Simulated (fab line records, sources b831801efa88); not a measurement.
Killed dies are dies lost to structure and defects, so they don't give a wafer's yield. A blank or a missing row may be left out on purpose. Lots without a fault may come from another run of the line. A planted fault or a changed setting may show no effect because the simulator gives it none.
Chamber matching | flow gf180mcu | GF_V4_CVD_02 on pecvd-03: 3 sister chambers
The step deposits SiO2 from TEOS, target thk 850 nm, time 94.851 s. 14 wafers are shown with their chamber, then 7 later ones without.

WAFERS WITH THEIR CHAMBER
wafer  | chamber | heater_power_w (W)
L466.2 | 2       | 684
L466.4 | 2       | 553
L466.5 | 0       | 662
L468.1 | 1       | 615
L468.2 | 2       | 614
L468.5 | 1       | 510
L469.2 | 1       | 527
L469.4 | 2       | 690
L469.6 | 1       | 579
L470.3 | 0       | 680
L470.4 | 1       | 652
L470.5 | 0       | 532
L482.1 | 2       | 607
L482.2 | 1       | 614

SIGNATURES (means of the wafers above)
reading        | chamber 0 | chamber 1 | chamber 2 | scatter within a chamber
heater_power_w | 624.67    | 582.83    | 629.60    | 61.4
Rule: a wafer's distance from a chamber is the root of the sum, over the readings, of the square of ((its reading less the chamber's mean) divided by the reading's scatter). The wafer belongs to the nearest chamber; if the next one is less than 2 further off, it can't be placed. The scatter: the root of (the sum of the squares of (reading less its chamber's mean) over the shown wafers, divided by (wafers less chambers)).

WAFERS WITHOUT THEIR CHAMBER
wafer  | heater_power_w (W)
L482.5 | 657
L487.3 | 682
L487.4 | 637
L487.5 | 713
L488.1 | 539
L488.4 | 671
L488.5 | 583

WHICH CHAMBER EACH WENT THROUGH
wafer  | from the rows above          | in truth
L482.5 | can't be placed: 2 or 0 or 1 | 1
L487.3 | can't be placed: 2 or 0 or 1 | 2
L487.4 | can't be placed: 2 or 0 or 1 | 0
L487.5 | can't be placed: 2 or 0 or 1 | 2
L488.1 | can't be placed: 1 or 0 or 2 | 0
L488.4 | can't be placed: 2 or 0 or 1 | 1
L488.5 | can't be placed: 1 or 0 or 2 | 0
Placed correctly: 0 of 7. Can't be placed from these rows: 7 (the true chamber is among the candidates in 7). Placed wrongly: 0.
